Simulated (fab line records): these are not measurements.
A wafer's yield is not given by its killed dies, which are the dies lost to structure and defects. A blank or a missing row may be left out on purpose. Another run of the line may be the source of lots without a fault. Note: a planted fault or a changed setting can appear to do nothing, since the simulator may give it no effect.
fab line records | flow sky130
record lots=7 | wafers=19 | last_day=50
route steps=708 shown VT_ADJUST_PCH@148 SONOS_TUNNEL@154
lots untouched by any fault: they come from a run of this same line in which no faults occurred
start_h: hours from the record's opening day to when the first of the lot's shown wafers began | wait_h: hours elapsed since this lot's preceding step | " the same as in the row above | L1.1+2: a row that stands for several wafers | - no value, or no start was given | * or withheld: withheld | < > ~ a bound
route shown NAME@n: a module of which the file shows steps, and the number in the route of the first | usual: mean/standard deviation taken from wafers without a fault | same: alike in all rows | chamber/n: place in a boat | sites: per-site readings | _std_site: standard deviation of those values | _edge_site: the outer-site mean with the inner-site mean subtracted | radius_mm: how far each site lies from the wafer's centre | mask NAME#n: copy n | behind: the tool/chamber that last shaped the wafer | hold: what put the lot on hold/how long, in hours/how the hold closed | device: names the non-switching transistor (n, p or np) | end of line: at the end of the route, the tests of the same wafers | step lacking rows: just its recipe | killed: not the wafer's yield, but the dies lost to structure and defects at the first sort | map: a wafer's dies, marking killed ones x, the rest . and places with no die _
set.NAME: the setting the step ran with; set.NAME@STEP: the setting that earlier step ran with | model.NAME: the simulator's own value behind a step, which no gauge read
lots seen at some steps along the route; tables by step, rows by wafer
services: from which hour (start_h, from the record's first day; less than 0 if before it) a tool's chamber was out of use, for how many hours, and why
## steps
# step SKY_VT_ADJUST_PCH_PEB_05
# recipe temp_c=115 | time_s=withheld
# step SKY_VT_ADJUST_PCH_DEVELOP_06
# recipe wall_angle_deg=90 | developer=TMAH | develop_time_s=60 | dev_temp_c=23
# step SKY_VT_ADJUST_PCH_OVL_MEAS_07
# usual VT_ADJUST_PCH_OVL=-0.5/1.4
lot.wafer | tool       | chamber | start_h | wait_h | VT_ADJUST_PCH_OVL[nm]
L696.2    | overlay-01 | -       | 261.30  | -      | -0.6
L696.6    | "          | -       | "       | "      | -0.1
L697.1    | overlay-02 | -       | 270.11  | -      | -0.4
L697.2    | "          | -       | "       | "      | -0.9
L697.6    | "          | -       | "       | "      | -1.8
L698.1    | overlay-01 | -       | 274.91  | -      | 0.0
L698.2    | "          | -       | "       | "      | 0.9
L709.1    | overlay-01 | -       | 367.25  | -      | -0.3
L709.3    | "          | -       | "       | "      | -0.6
L709.6    | "          | -       | "       | "      | -1.5
L711.1    | overlay-02 | -       | 380.66  | -      | 0.9
L711.4    | "          | -       | "       | "      | 0.5
L711.6    | "          | -       | "       | "      | -0.1
L713.1    | overlay-01 | -       | 399.06  | -      | -0.1
L713.4    | "          | -       | "       | "      | -2.2
L713.6    | "          | -       | "       | "      | -2.7
L714.1    | overlay-01 | -       | 405.24  | -      | -0.4
L714.3    | "          | -       | "       | "      | -0.4
L714.6    | "          | -       | "       | "      | -1.0
# step SKY_VT_ADJUST_PCH_IMPLANT_08
# recipe species=B | energy_kev=10 | dose_cm2=5e+11 | tilt_deg=withheld
# step SKY_VT_ADJUST_PCH_STRIP_09
# recipe chemistry=O2/N2 | power_w=1400 | pressure_mtorr=1500 | platen_temp_c=withheld | o2_flow_sccm=3000 | n2_flow_sccm=300 | overash_fraction=0.5
# usual drypump_motor_current_A=5.8/0.5 | oes_product_au=0.722/0.0041 | strip_time_to_endpoint_s=36.92/0.097
# same overash_fraction=0.5
lot.wafer | tool            | chamber | start_h | wait_h | drypump_motor_current_A | oes_product_au | rf_hours_counter_h | strip_time_to_endpoint_s
L696.2    | plasma_asher-02 | 1       | 261.48  | 0.1    | 6.2                     | 0.727          | 44                 | 36.91
L696.6    | "               | 0       | "       | "      | 5.9                     | 0.717          | -                  | 37.06
L697.1    | plasma_asher-02 | 0       | 270.30  | 0.1    | 5.9                     | 0.722          | 45                 | 36.92
L697.2    | "               | 1       | "       | "      | 6.2                     | 0.719          | 45                 | 36.86
L697.6    | "               | 0       | "       | "      | 5.9                     | 0.723          | -                  | 36.99
L698.1    | plasma_asher-02 | 1       | 275.10  | 0.1    | 6.1                     | 0.714          | 46                 | 36.81
L698.2    | "               | 0       | "       | "      | 5.9                     | 0.727          | 46                 | 36.81
L709.1    | plasma_asher-01 | 0       | 367.43  | 0.1    | 6.5                     | 0.718          | 24                 | 36.87
L709.3    | "               | 1       | "       | "      | 5.0                     | 0.720          | -                  | 36.95
L709.6    | "               | 1       | "       | "      | 5.0                     | 0.715          | -                  | 36.98
L711.1    | plasma_asher-04 | 1       | 380.85  | 0.1    | 5.5                     | 0.720          | 68                 | 36.82
L711.4    | "               | 0       | "       | "      | 5.3                     | 0.723          | -                  | 36.93
L711.6    | "               | 1       | "       | "      | 5.5                     | 0.727          | -                  | 36.90
L713.1    | plasma_asher-01 | 1       | 399.25  | 0.1    | 4.9                     | 0.719          | 28                 | 37.02
L713.4    | "               | 0       | "       | "      | 6.5                     | 0.722          | -                  | 36.98
L713.6    | "               | 1       | "       | "      | 4.9                     | 0.722          | -                  | 36.92
L714.1    | plasma_asher-01 | 0       | 405.43  | 0.1    | 6.6                     | 0.715          | 29                 | 36.87
L714.3    | "               | 1       | "       | "      | 4.9                     | 0.722          | -                  | 36.88
L714.6    | "               | 1       | "       | "      | 4.9                     | 0.717          | -                  | 36.83
# step SKY_VT_ADJUST_PCH_TW_MEAS_10
# usual VT_ADJUST_PCH_TW=142.6/1.6
lot.wafer | tool          | chamber | start_h | wait_h | VT_ADJUST_PCH_TW
L696.2    | film_metro-04 | -       | 261.59  | 0.1    | 143.3
L696.6    | "             | -       | "       | "      | 143.3
L697.1    | film_metro-03 | -       | 270.40  | 0.1    | 142.7
L697.2    | "             | -       | "       | "      | 142.9
L697.6    | "             | -       | "       | "      | 143.4
L698.1    | film_metro-04 | -       | 275.20  | 0.1    | 142.7
L698.2    | "             | -       | "       | "      | 144.0
L709.1    | film_metro-04 | -       | 367.53  | 0.1    | 143.9
L709.3    | "             | -       | "       | "      | 143.6
L709.6    | "             | -       | "       | "      | 143.9
L711.1    | film_metro-02 | -       | 380.95  | 0.1    | 140.3
L711.4    | "             | -       | "       | "      | 140.3
L711.6    | "             | -       | "       | "      | 140.5
L713.1    | film_metro-03 | -       | 399.35  | 0.1    | 143.4
L713.4    | "             | -       | "       | "      | 143.5
L713.6    | "             | -       | "       | "      | 144.5
L714.1    | film_metro-03 | -       | 405.53  | 0.1    | 143.4
L714.3    | "             | -       | "       | "      | 143.2
L714.6    | "             | -       | "       | "      | 143.7
# step SKY_SONOS_TUNNEL_DEHYDRATE_00
# recipe temp_c=200 | time_s=60
# step SKY_SONOS_TUNNEL_HMDS_01
# recipe prime_time_s=60 | prime_temp_c=120
# step SKY_SONOS_TUNNEL_COAT_02
# recipe resist=NOVOLAK | spin_rpm=3000 | resist_thk_nm=1140
# step SKY_SONOS_TUNNEL_SOFTBAKE_03
# recipe temp_c=90 | time_s=60 | resist=NOVOLAK
# step SKY_SONOS_TUNNEL_EXPOSE_04
# recipe mask_id=TUNM | na=0.6 | source_shape=conventional | sigma_outer=0.6 | polarization=unpolarized | target_cd_nm=410 | dose_mj=136
# step SKY_SONOS_TUNNEL_PEB_05
# recipe temp_c=withheld | time_s=* | resist=NOVOLAK
# step SKY_SONOS_TUNNEL_DEVELOP_06
# recipe resist=NOVOLAK | developer=TMAH | develop_time_s=60 | dev_temp_c=23
# usual exhaust_pa=45.0/0.75
lot.wafer | tool           | chamber | start_h | wait_h | exhaust_pa
L696.2    | litho_track-04 | 0       | 285.57  | 0.1    | 44.3
L696.6    | "              | 0       | "       | "      | 44.5
L697.1    | litho_track-04 | 0       | 293.70  | 0.1    | 44.9
L697.2    | "              | 0       | "       | "      | 44.3
L697.6    | "              | 0       | "       | "      | 46.2
L698.1    | litho_track-04 | 0       | 299.25  | 0.1    | 43.8
L698.2    | "              | 0       | "       | "      | 45.0
L709.1    | litho_track-02 | 0       | 396.66  | 0.1    | 44.8
L709.3    | "              | 0       | "       | "      | 45.6
L709.6    | "              | 0       | "       | "      | 45.5
L711.1    | litho_track-02 | 0       | 410.26  | 0.1    | 45.2
L711.4    | "              | 0       | "       | "      | 43.7
L711.6    | "              | 0       | "       | "      | 44.3
L713.1    | litho_track-01 | 0       | 428.94  | 0.1    | 46.4
L713.4    | "              | 0       | "       | "      | 46.3
L713.6    | "              | 0       | "       | "      | 46.0
L714.1    | litho_track-04 | 0       | 434.90  | 0.1    | 45.4
L714.3    | "              | 0       | "       | "      | 45.0
L714.6    | "              | 0       | "       | "      | 45.5
# step SKY_SONOS_TUNNEL_CD_MEAS_07
# recipe target_cd_nm=410
# usual cd_nm=409.5/2.5
lot.wafer | tool      | chamber | start_h | wait_h | cd_nm
L696.2    | cd_sem-01 | -       | 285.72  | 0.1    | 396.4
L696.6    | "         | -       | "       | "      | 411.4
L697.1    | cd_sem-02 | -       | 293.85  | 0.1    | 398.1
L697.2    | "         | -       | "       | "      | 397.5
L697.6    | "         | -       | "       | "      | 411.5
L698.1    | cd_sem-01 | -       | 299.40  | 0.1    | 395.0
L698.2    | "         | -       | "       | "      | 393.9
L709.1    | cd_sem-02 | -       | 396.81  | 0.1    | 414.2
L709.3    | "         | -       | "       | "      | 412.1
L709.6    | "         | -       | "       | "      | 414.2
L711.1    | cd_sem-01 | -       | 410.41  | 0.1    | 409.2
L711.4    | "         | -       | "       | "      | 411.0
L711.6    | "         | -       | "       | "      | 409.7
L713.1    | cd_sem-02 | -       | 429.09  | 0.1    | 408.4
L713.4    | "         | -       | "       | "      | 407.2
L713.6    | "         | -       | "       | "      | 406.9
L714.1    | cd_sem-02 | -       | 435.05  | 0.1    | 407.7
L714.3    | "         | -       | "       | "      | 407.5
L714.6    | "         | -       | "       | "      | 407.0
# step SKY_SONOS_TUNNEL_OVL_MEAS_08
# usual SONOS_TUNNEL_OVL=0.0/1.6
lot.wafer | tool       | chamber | start_h | wait_h | SONOS_TUNNEL_OVL[nm]
L696.2    | overlay-01 | -       | 285.82  | 0.1    | -1.0
L696.6    | "          | -       | "       | "      | 1.1
L697.1    | overlay-01 | -       | 293.97  | 0.1    | -1.6
L697.2    | "          | -       | "       | "      | -1.9
L697.6    | "          | -       | "       | "      | -3.5
L698.1    | overlay-02 | -       | 299.52  | 0.1    | 1.3
L698.2    | "          | -       | "       | "      | 1.0
L709.1    | overlay-01 | -       | 396.93  | 0.1    | 0.4
L709.3    | "          | -       | "       | "      | -0.8
L709.6    | "          | -       | "       | "      | 0.2
L711.1    | overlay-01 | -       | 410.53  | 0.1    | 0.1
L711.4    | "          | -       | "       | "      | -2.4
L711.6    | "          | -       | "       | "      | -1.6
L713.1    | overlay-01 | -       | 429.21  | 0.1    | -3.2
L713.4    | "          | -       | "       | "      | -2.2
L713.6    | "          | -       | "       | "      | -0.8
L714.1    | overlay-02 | -       | 435.17  | 0.1    | 1.5
L714.3    | "          | -       | "       | "      | 0.9
L714.6    | "          | -       | "       | "      | 0.5
## services
tool            | chamber | start_h | hours | kind
plasma_asher-01 | -       | 294.21  | 2.9   | repair
plasma_asher-04 | -       | 362.96  | 6.6   | repair
plasma_asher-02 | -       | 380.16  | 2.7   | repair
plasma_asher-01 | -       | 421.54  | 2.8   | pm
## key
first_sign step=SKY_SONOS_TUNNEL_CD_MEAS_07 | reading=cd_nm | direction=down | sigmas=5.2 | usual=409.5 | struck=396.2
effect none on later readings
met_at SKY_SONOS_TUNNEL_DEVELOP_06
struck_wafers L696.2,L697.1,L697.2,L698.1,L698.2
tester_left_out L696,L697,L698
fault kind=process_parameter_drift | tool=litho_track-04 | chamber=- | onset_h=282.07 | steps=SKY_SONOS_TUNNEL_DEVELOP_06 | channel=develop_time_s | offset=* | shape=step | end_h=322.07 | scope=struck_wafers_only | acts_in=* | stated=*
# tester_left_out: of these lots the tester's yield and bins aren't shown, on N5 and GAA mostly nor the transistor test; their killed dies are dies lost to structure and defects alone, not to doping, threshold or leakage, so they don't give the yield
